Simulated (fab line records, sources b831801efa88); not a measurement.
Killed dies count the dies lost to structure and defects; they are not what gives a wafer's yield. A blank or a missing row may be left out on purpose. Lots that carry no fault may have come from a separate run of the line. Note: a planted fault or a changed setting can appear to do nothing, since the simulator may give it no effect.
Struck lot and sound lot, side by side || flow gf180mcu || 19 out of 602 route steps
Sound: wafers L108.2, L108.3, L108.5. Struck: wafers L998.1, L998.2, L998.6. The cause is given at the end.
For every step that has rows: the tool of each side, followed by ch and its chambers, followed by its first start. Under that, the readings that differ: sound wafers || struck wafers || difference of the means || sigmas: that difference in standard deviations of wafers without a fault.
alike: readings with means less than 2 such deviations apart, plus words and numbers identical on both sides. not compared: withheld readings, readings lacking a value on some wafer, bounds such as >300 that could conceal the same value, and numbers that have no deviation in the record and whose values overlap.
A row with sigmas, a row that says differs or no value, or rows on one side alone: a step with any of these is where the two part. Numbers that don't overlap but have no deviation are shown without sigmas and don't part them. A reading missing from all wafers of one side parts the sides only when that side holds two or more wafers.

first, 1 step without rows for these wafers: GF_STI_CVD_23 (deposits SiO2, target thk 650 nm, time 108.3 s).
GF_STI_THK_MEAS_24:
  sound: film_metro-02 at day 6 15:58; struck: film_metro-03 at day 4 15:24
  alike: STI_CVD_23_THK
GF_STI_CMP_25: polishes, stops on Si3N4, t overpolish 33 s, target thk 524.6 nm.
  sound on cmp-01 ch 0,1,3, day 6 16:07; struck on cmp-02 ch 0,1,3, day 4 16:17
  alike: motor_current_A, overpolish_run_s, slurry_flow_ml_min, time_to_endpoint_s
then, 4 steps without rows for these wafers: GF_STI_WET_ETCH_26 (etches SiO2 in dHF, target depth 94 nm, time 188 s); GF_STI_WET_ETCH_27 (etches Si3N4 in H3PO4, target depth 160 nm, time 1825 s); GF_STI_WET_ETCH_28 (etches SiO2 in dHF, target depth 20 nm, time 40 s); GF_STI_OXIDATION_29 (stabilise 600 s, purge 300 s, target thk 10 nm).
GF_STI_THK_MEAS_30:
  sound: film_metro-04 at day 6 18:42; struck: film_metro-02 at day 4 19:48
  alike: STI_OXIDATION_02_THK
then, 4 steps without rows for these wafers: GF_DNWELL_DEHYDRATE_00 (time 60 s); GF_DNWELL_HMDS_01 (prime time 60 s); GF_DNWELL_COAT_02 (resist thk 3000 nm); GF_DNWELL_SOFTBAKE_03.
GF_DNWELL_EXPOSE_04: exposes mask DNWELL, target cd 1700 nm.
  sound on iline_stepper-01 ch 0, day 7 02:12; struck on iline_stepper-01, day 5 02:50
  no value came back on the struck wafers for exposure_dose_mJ_cm2, focus_offset_nm (nm); on the sound wafers exposure_dose_mJ_cm2 reads 260.14 259.79 259.86
  alike: mask
then, 3 steps without rows for these wafers: GF_DNWELL_PEB_05; GF_DNWELL_DEVELOP_06 (develop time 60 s); GF_DNWELL_IMPLANT_07.
GF_DNWELL_STRIP_08: strips in O2/N2.
  sound on plasma_asher-04 ch 0,1, day 7 10:04; struck on plasma_asher-01 ch 0,1, day 5 09:49
  alike: drypump_motor_current_A, heater_power_w, oes_product_au, platen_temp_c, strip_time_to_endpoint_s
  not compared: rf_hours_counter_h
GF_DNWELL_TW_MEAS_09:
  sound: film_metro-01 at day 7 10:10; struck: film_metro-01 at day 5 09:55
{"reading": "DNWELL_TW", "sound": "1325 1317 1319", "struck": "30 30 30", "difference": -1290, "sigmas": -92}
then, 1 step without rows for these wafers: GF_NWELL_DEHYDRATE_00 (time 60 s).

## WHERE THEY PART
Last at GF_DNWELL_TW_MEAS_09 as far as this record goes, first at GF_DNWELL_EXPOSE_04.

WHY: the cause the simulator had injected
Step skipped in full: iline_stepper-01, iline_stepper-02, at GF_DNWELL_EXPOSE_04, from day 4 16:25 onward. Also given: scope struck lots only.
